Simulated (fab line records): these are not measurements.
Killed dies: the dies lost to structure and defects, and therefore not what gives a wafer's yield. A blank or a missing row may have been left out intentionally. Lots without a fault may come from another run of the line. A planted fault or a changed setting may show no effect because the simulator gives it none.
fab line records	flow sky130
record lots=13	wafers=39	last_day=50
route steps=708 shown FIELD_ISO@4 VIA2@519 VIA3@586 PASSIVATION@681 PAD_OPEN@708
lots that met no fault: from a run of the same line without faults
start_h: hours from the record's opening day to when the first of the lot's shown wafers began	wait_h: how many hours have passed since the lot's step before this one	" same as the row above	L1.1+2: a row that stands for several wafers	- no value present, or no start provided	* or withheld: withheld	< > ~ a bound
route shown NAME@n: names a module that has steps shown in the file, with the first one's number in the route	usual: average and standard deviation across the fault-free wafers	same: alike in all rows	chamber/n: place in a boat	sites: each site's reading	_std_site: the standard deviation of these	_edge_site: inner sites' mean taken away from outer sites' mean	radius_mm: how far each site lies from the wafer's centre	mask NAME#n: copy n	behind: the last tool/chamber to shape the wafer	hold: why the lot went on hold/how many hours it stayed there/how the hold came to an end	device: the transistor (n, p or np) that didn't switch	end of line: the tests these same wafers got at the end of their route	a step without rows: its recipe alone	killed: dies lost to structure and defects at the first sort, not the wafer's yield	map: a wafer's dies, marking killed ones x, the rest . and places with no die _
set.NAME: the setting as run; set.NAME@STEP: as run at that earlier step	model.NAME: the simulator's own value behind a step, which no gauge read
route steps across a sampled set of lots; one table per step, one row per wafer
services: when a tool's chamber went out of use (start_h, in hours from the record's first day, below 0 if earlier), for how many hours, and the reason
## steps
# step SKY_FIELD_ISO_CVD_03
# recipe material=Si3N4	precursor=DCS/NH3	target_thk_nm=165	temp_c=770	time_s=2830	pressure_mtorr=250
# usual pressure_mtorr=250.0/0.47	spike_tc_bottom_C=790.8/2
lot.wafer	tool	chamber	start_h	wait_h	pressure_mtorr	spike_tc_bottom_C
L763.1	lpcvd-02	1	21.69	0.1	249.8	793.5
L763.3	"	1	"	"	250.2	792.2
L763.6	"	1	"	"	250.7	791.7
L764.1	lpcvd-02	0	27.01	0.1	250.2	789.2
L764.2	"	0	"	"	249.9	788.6
L764.6	"	0	"	"	249.9	789.0
L770.1	lpcvd-02	1	56.69	0.1	-	-
L770.3	"	1	"	"	-	-
L770.5	"	1	"	"	-	-
L771.1	lpcvd-02	1	62.27	0.1	-	-
L771.2	"	1	"	"	-	-
L771.6	"	1	"	"	-	-
L774.1	lpcvd-02	1	76.69	0.1	249.9	792.0
L774.3	"	1	"	"	249.7	792.9
L774.6	"	1	"	"	250.5	793.6
L775.1	lpcvd-02	1	82.71	0.3	250.0	792.9
L775.3	"	1	"	"	250.4	793.4
L775.6	"	1	"	"	249.3	792.9
L776.1	lpcvd-02	1	86.84	0.1	249.7	792.2
L776.3	"	1	"	"	249.2	791.3
L776.5	"	1	"	"	249.8	791.1
L777.1	lpcvd-02	0	91.69	0.1	249.8	790.6
L777.2	"	0	"	"	250.7	789.6
L777.5	"	0	"	"	250.8	788.5
L778.1	lpcvd-02	0	99.05	2.0	249.8	788.0
L778.3	"	0	"	"	249.4	788.6
L778.5	"	0	"	"	250.7	789.3
L780.2	lpcvd-02	1	107.29	0.6	249.5	791.4
L780.3	"	1	"	"	249.7	791.5
L780.6	"	1	"	"	250.5	790.9
L781.3	lpcvd-02	0	113.04	0.7	249.4	788.4
L781.4	"	0	"	"	249.9	789.6
L781.5	"	0	"	"	249.6	788.7
L782.2	lpcvd-02	1	117.79	0.0	250.1	792.5
L782.3	"	1	"	"	249.3	791.0
L782.6	"	1	"	"	249.8	791.7
L784.2	lpcvd-02	0	126.69	0.0	250.4	785.9
L784.3	"	0	"	"	250.3	789.2
L784.4	"	0	"	"	250.3	787.6
# step SKY_FIELD_ISO_THK_MEAS_23
# recipe reads=SiO2_of_FIELD_ISO_OXIDATION_22
# usual FIELD_ISO_OXIDATION_01_THK=10.07/0.19
lot.wafer	tool	chamber	start_h	wait_h	FIELD_ISO_OXIDATION_01_THK[nm]
L763.1	film_metro-03	-	41.07	0.0	10.34
L763.3	"	-	"	"	10.30
L763.6	"	-	"	"	10.42
L764.1	film_metro-01	-	47.80	0.0	9.85
L764.2	"	-	"	"	9.88
L764.6	"	-	"	"	9.81
L770.1	film_metro-02	-	77.81	0.0	-
L770.3	"	-	"	"	-
L770.5	"	-	"	"	-
L771.1	film_metro-01	-	83.59	0.0	-
L771.2	"	-	"	"	-
L771.6	"	-	"	"	-
L774.1	film_metro-01	-	98.18	0.0	10.34
L774.3	"	-	"	"	10.30
L774.6	"	-	"	"	10.17
L775.1	film_metro-02	-	105.18	0.0	9.75
L775.3	"	-	"	"	9.83
L775.6	"	-	"	"	9.88
L776.1	film_metro-01	-	109.08	0.0	9.99
L776.3	"	-	"	"	10.01
L776.5	"	-	"	"	9.93
L777.1	film_metro-01	-	114.85	0.0	10.19
L777.2	"	-	"	"	10.09
L777.5	"	-	"	"	10.01
L778.1	film_metro-02	-	121.67	0.0	10.07
L778.3	"	-	"	"	10.02
L778.5	"	-	"	"	10.10
L780.2	film_metro-01	-	129.61	0.0	9.91
L780.3	"	-	"	"	10.00
L780.6	"	-	"	"	9.91
L781.3	film_metro-03	-	137.57	0.0	10.05
L781.4	"	-	"	"	10.15
L781.5	"	-	"	"	10.17
L782.2	film_metro-03	-	141.75	0.0	9.78
L782.3	"	-	"	"	9.67
L782.6	"	-	"	"	9.78
L784.2	film_metro-02	-	151.52	0.0	9.96
L784.3	"	-	"	"	9.80
L784.4	"	-	"	"	10.03
# step SKY_VIA2_CD_MEAS_12
# recipe target_cd_nm=200
# usual cd_nm=200.2/1.3
lot.wafer	tool	chamber	start_h	wait_h	cd_nm
L763.1	cd_sem-02	-	865.43	-	199.7
L763.3	"	-	"	"	201.5
L763.6	"	-	"	"	201.7
L764.1	cd_sem-02	-	889.72	-	203.5
L764.2	"	-	"	"	201.9
L764.6	"	-	"	"	203.5
L774.1	cd_sem-02	-	947.42	-	202.3
L774.3	"	-	"	"	201.4
L774.6	"	-	"	"	201.4
L775.1	cd_sem-01	-	950.93	-	199.2
L775.3	"	-	"	"	199.1
L775.6	"	-	"	"	199.7
L776.1	cd_sem-02	-	959.98	-	201.3
L776.3	"	-	"	"	201.7
L776.5	"	-	"	"	200.5
L777.1	cd_sem-01	-	967.27	-	201.3
L777.2	"	-	"	"	200.2
L777.5	"	-	"	"	198.7
L778.1	cd_sem-01	-	976.98	-	200.5
L778.3	"	-	"	"	200.1
L778.5	"	-	"	"	200.6
L780.2	cd_sem-01	-	979.25	-	200.6
L780.3	"	-	"	"	199.7
L780.6	"	-	"	"	200.6
L781.3	cd_sem-02	-	996.32	-	201.0
L781.4	"	-	"	"	201.7
L781.5	"	-	"	"	201.4
L782.2	cd_sem-01	-	1005.10	-	200.3
L782.3	"	-	"	"	200.1
L782.6	"	-	"	"	200.4
L784.2	cd_sem-01	-	1019.15	-	199.9
L784.3	"	-	"	"	198.9
L784.4	"	-	"	"	199.0
# step SKY_VIA3_OVL_MEAS_13
# usual VIA3_OVL=0/4.4
lot.wafer	tool	chamber	start_h	wait_h	VIA3_OVL[nm]
L763.1	overlay-01	-	946.54	0.1	-10
L763.3	"	-	"	"	-1
L763.6	"	-	"	"	0
L764.1	overlay-02	-	967.68	0.1	0
L764.2	"	-	"	"	8
L764.6	"	-	"	"	2
L774.1	overlay-01	-	1022.89	0.1	-3
L774.3	"	-	"	"	-8
L774.6	"	-	"	"	-8
L775.1	overlay-01	-	1026.44	0.1	1
L775.3	"	-	"	"	4
L775.6	"	-	"	"	7
L776.1	overlay-01	-	1034.79	0.1	-4
L776.3	"	-	"	"	1
L776.5	"	-	"	"	-1
L777.1	overlay-02	-	1039.68	0.1	5
L777.2	"	-	"	"	3
L777.5	"	-	"	"	4
L778.1	overlay-01	-	1050.43	0.1	0
L778.3	"	-	"	"	2
L778.5	"	-	"	"	1
L780.2	overlay-02	-	1053.35	0.1	-4
L780.3	"	-	"	"	-1
L780.6	"	-	"	"	-4
L781.3	overlay-02	-	1068.11	0.1	0
L781.4	"	-	"	"	-1
L781.5	"	-	"	"	-1
L782.2	overlay-02	-	1076.55	0.1	7
L782.3	"	-	"	"	5
L782.6	"	-	"	"	3
L784.2	overlay-02	-	1088.25	0.1	2
L784.3	"	-	"	"	7
L784.4	"	-	"	"	1
# step SKY_PASSIVATION_CVD_00
# recipe material=SiO2	target_thk_nm=90	temp_c=400	time_s=withheld	rf_w=600
# usual heater_power_outer_w=393/66	heater_power_w=669/89
lot.wafer	tool	chamber	start_h	wait_h	heater_power_outer_w	heater_power_w
L763.1	pecvd-03	1	1046.82	0.0	328	601
L763.3	"	0	"	"	493	752
L763.6	"	0	"	"	498	736
L764.1	pecvd-01	0	1064.37	0.0	384	682
L764.2	"	1	"	"	386	680
L764.6	"	2	"	"	482	760
L774.1	pecvd-04	0	1116.00	0.0	370	723
L774.3	"	1	"	"	314	517
L774.6	"	0	"	"	373	700
L775.1	pecvd-04	2	1118.88	0.0	356	618
L775.3	"	1	"	"	324	536
L775.6	"	1	"	"	329	536
L776.1	pecvd-03	0	1125.25	0.0	530	763
L776.3	"	1	"	"	393	673
L776.5	"	1	"	"	385	684
L777.1	pecvd-04	0	1129.02	0.0	357	704
L777.2	"	1	"	"	325	534
L777.5	"	0	"	"	371	702
L778.1	pecvd-01	0	1138.99	0.0	429	738
L778.3	"	2	"	"	458	769
L778.5	"	2	"	"	457	765
L780.2	pecvd-04	2	1142.09	0.0	412	657
L780.3	"	1	"	"	318	525
L780.6	"	2	"	"	401	662
L781.3	pecvd-01	2	1151.89	0.0	503	815
L781.4	"	0	"	"	459	805
L781.5	"	1	"	"	357	628
L782.2	pecvd-03	1	1161.76	0.0	376	677
L782.3	"	2	"	"	409	694
L782.6	"	1	"	"	390	676
L784.2	pecvd-01	2	1168.93	0.0	521	846
L784.3	"	1	"	"	388	682
L784.4	"	1	"	"	381	690
# step SKY_PAD_OPEN_PROBE_99
# usual killed_at_M0_to_M3=43/7.1	killed_at_M4_up=3.1/1.7	killed_at_contacts=23/5.1	killed_at_front_end=14/4.4	killed_at_other=0.3/0.47	killed_dies=84/9.9	killed_on_rim=16/3.8	killed_open=45/6.6	killed_short=38/6.8
# same gross_dies=492	killed_at_back_side=0
lot.wafer	tool	chamber	start_h	wait_h	killed_at_M0_to_M3	killed_at_M4_up	killed_at_contacts	killed_at_front_end	killed_at_other	killed_dies	killed_on_rim	killed_open	killed_short
L770.1	prober-02	-	1131.52	0.1	43	3	23	422	1	492	96	38	48
L770.3	prober-02	-	1131.62	0.2	32	4	29	427	0	492	96	47	29
L770.5	prober-02	-	1131.72	0.2	27	1	26	437	1	492	96	31	31
L771.1	prober-01	-	1138.43	0.1	46	5	23	417	1	492	96	43	44
L771.2	prober-01	-	1138.48	0.1	35	1	28	428	0	492	96	42	31
L771.6	prober-01	-	1138.68	0.2	44	6	27	415	0	492	96	45	42
L774.1	prober-02	-	1155.94	0.1	41	3	26	15	0	85	22	51	34
L774.3	prober-02	-	1156.04	0.2	38	1	28	18	1	86	13	41	45
L774.6	prober-02	-	1156.19	0.2	41	1	24	11	0	77	19	41	36
L776.1	prober-02	-	1165.38	0.1	49	2	22	10	0	83	19	41	42
L776.3	prober-02	-	1165.48	0.2	51	2	25	17	0	95	15	49	46
L776.5	prober-02	-	1165.58	0.2	35	2	20	12	1	70	13	44	26
# killed by level:class
L770.1 FIELD_ISO:area_cvd=406 VIA1:geometric_particle:open=12 CONTACT:geometric_particle:short=7 FIELD_ISO:geometric_particle:short=6 METAL1:geometric_particle:short=6 FIELD_ISO:geometric_particle:open=5 CONTACT:geometric_particle:open=5 VIA2:geometric_particle:open=5
L770.3 FIELD_ISO:area_cvd=416 LI_CONTACT:geometric_particle:open=11 CONTACT:geometric_particle:open=10 VIA1:geometric_particle:open=10 METAL1:geometric_particle:short=5 VIA3:geometric_particle:open=4 POLY_GATE:geometric_particle:short=4 VIA2:geometric_particle:open=4
L770.5 FIELD_ISO:area_cvd=430 CONTACT:geometric_particle:open=7 LI_CONTACT:geometric_particle:open=6 METAL2:geometric_particle:short=6 VIA2:geometric_particle:open=6 LI_CONTACT:geometric_particle:short=5 CONTACT:geometric_particle:short=4 METAL2:geometric_particle:open=3
L771.1 FIELD_ISO:area_cvd=405 CONTACT:geometric_particle:open=11 METAL2:geometric_particle:short=9 VIA2:geometric_particle:open=7 VIA1:geometric_particle:open=6 LI_CONTACT:geometric_particle:open=6 VIA2:geometric_particle:short=6 POLY_GATE:geometric_particle:open=4
L771.2 FIELD_ISO:area_cvd=419 CONTACT:geometric_particle:open=17 VIA1:geometric_particle:open=10 METAL1:geometric_particle:short=6 METAL2:geometric_particle:short=5 VIA2:geometric_particle:open=5 LI_CONTACT:geometric_particle:open=4 CONTACT:geometric_particle:short=4
L771.6 FIELD_ISO:area_cvd=405 CONTACT:geometric_particle:open=14 VIA1:geometric_particle:open=13 METAL2:geometric_particle:short=9 VIA3:geometric_particle:open=7 METAL1:geometric_particle:short=6 FIELD_ISO:geometric_particle:short=4 LI_CONTACT:geometric_particle:open=4
L774.1 VIA1:geometric_particle:open=13 CONTACT:geometric_particle:open=10 VIA3:geometric_particle:open=7 CONTACT:geometric_particle:short=5 VIA1:geometric_particle:short=5 VIA2:geometric_particle:open=5 POLY_GATE:geometric_particle:open=4 LI_CONTACT:geometric_particle:open=4
L774.3 CONTACT:geometric_particle:open=13 VIA1:geometric_particle:open=8 METAL2:geometric_particle:short=7 CONTACT:geometric_particle:short=6 METAL1:geometric_particle:short=6 POLY_GATE:geometric_particle:short=5 LOCAL_INTERCONNECT:geometric_particle:short=5 VIA3:geometric_particle:open=5
L774.6 VIA1:geometric_particle:open=8 CONTACT:geometric_particle:short=7 METAL1:geometric_particle:short=7 VIA1:geometric_particle:short=7 VIA2:geometric_particle:open=7 CONTACT:geometric_particle:open=6 LI_CONTACT:geometric_particle:open=5 VIA3:geometric_particle:open=5
L776.1 VIA1:geometric_particle:open=11 VIA3:geometric_particle:open=9 METAL1:geometric_particle:short=7 CONTACT:geometric_particle:short=6 VIA3:geometric_particle:short=6 LI_CONTACT:geometric_particle:open=5 CONTACT:geometric_particle:open=5 FIELD_ISO:geometric_particle:short=4
L776.3 CONTACT:geometric_particle:open=8 METAL1:geometric_particle:short=7 VIA1:geometric_particle:open=7 VIA2:geometric_particle:open=7 VIA2:geometric_particle:short=7 POLY_GATE:geometric_particle:open=6 LI_CONTACT:geometric_particle:open=6 METAL2:geometric_particle:short=6
L776.5 LI_CONTACT:geometric_particle:open=8 CONTACT:geometric_particle:open=8 VIA1:geometric_particle:open=6 VIA2:geometric_particle:open=6 METAL1:geometric_particle:short=5 VIA3:geometric_particle:open=5 POLY_GATE:geometric_particle:open=4 FIELD_ISO:geometric_particle:open=3
## services
tool	chamber	start_h	hours	kind
pecvd-01	1	60.18	5.5	repair
pecvd-04	2	131.58	6.1	repair
pecvd-01	2	150.26	5.2	repair
pecvd-04	2	249.36	8.2	repair
lpcvd-02	-	271.59	6.0	pm
lpcvd-02	-	281.94	14.6	pm
pecvd-04	-	318.76	1.5	repair
pecvd-04	-	343.20	2.8	pm
pecvd-01	2	406.68	9.3	repair
pecvd-01	-	411.74	5.5	pm
lpcvd-02	-	475.64	2.8	pm
pecvd-01	0	546.23	4.0	repair
pecvd-04	-	559.16	6.0	pm
pecvd-04	-	694.34	2.0	repair
pecvd-01	-	726.82	6.0	pm
pecvd-01	-	769.82	2.8	pm
pecvd-01	1	866.96	7.6	repair
pecvd-04	0	897.81	2.0	repair
pecvd-04	-	898.90	14.6	pm
lpcvd-02	-	919.38	0.8	repair
pecvd-04	-	920.00	0.6	repair
pecvd-01	-	958.33	0.8	pm
lpcvd-02	-	1071.32	0.8	pm
lpcvd-02	-	1133.36	0.5	repair
## key
first_sign step=SKY_FIELD_ISO_CVD_03	reading=tool_record	direction=missing
effect step=SKY_FIELD_ISO_THK_MEAS_23	reading=FIELD_ISO_OXIDATION_01_THK	direction=missing
effect step=SKY_PAD_OPEN_PROBE_99	reading=killed_at_front_end	direction=up	sigmas=94	usual=14	struck=424
more_kills_born_at SKY_FIELD_ISO_CVD_03@lpcvd-02=2475
met_at SKY_FIELD_ISO_CVD_03
struck_lots L770,L771
later_rows_left_out L770.1,L770.3,L770.5,L771.1,L771.2,L771.6
tester_left_out L770,L771
not_acting_at SKY_VIA2_CD_MEAS_12,SKY_VIA3_OVL_MEAS_13,SKY_PASSIVATION_CVD_00
onset_between 27.01 56.69
fault kind=skipped_step_whole	tool=lpcvd-02	chamber=-	onset_h=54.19	steps=SKY_FIELD_ISO_CVD_03	scope=struck_lots_only
# tester_left_out: of these lots the tester's yield and bins aren't shown, on N5 and GAA mostly nor the transistor test; their killed dies are dies lost to structure and defects alone, not to doping, threshold or leakage, so they don't give the yield
# later_rows_left_out: the simulator's readings of these wafers behind a module that went badly wrong aren't trusted and aren't shown, but for the sort
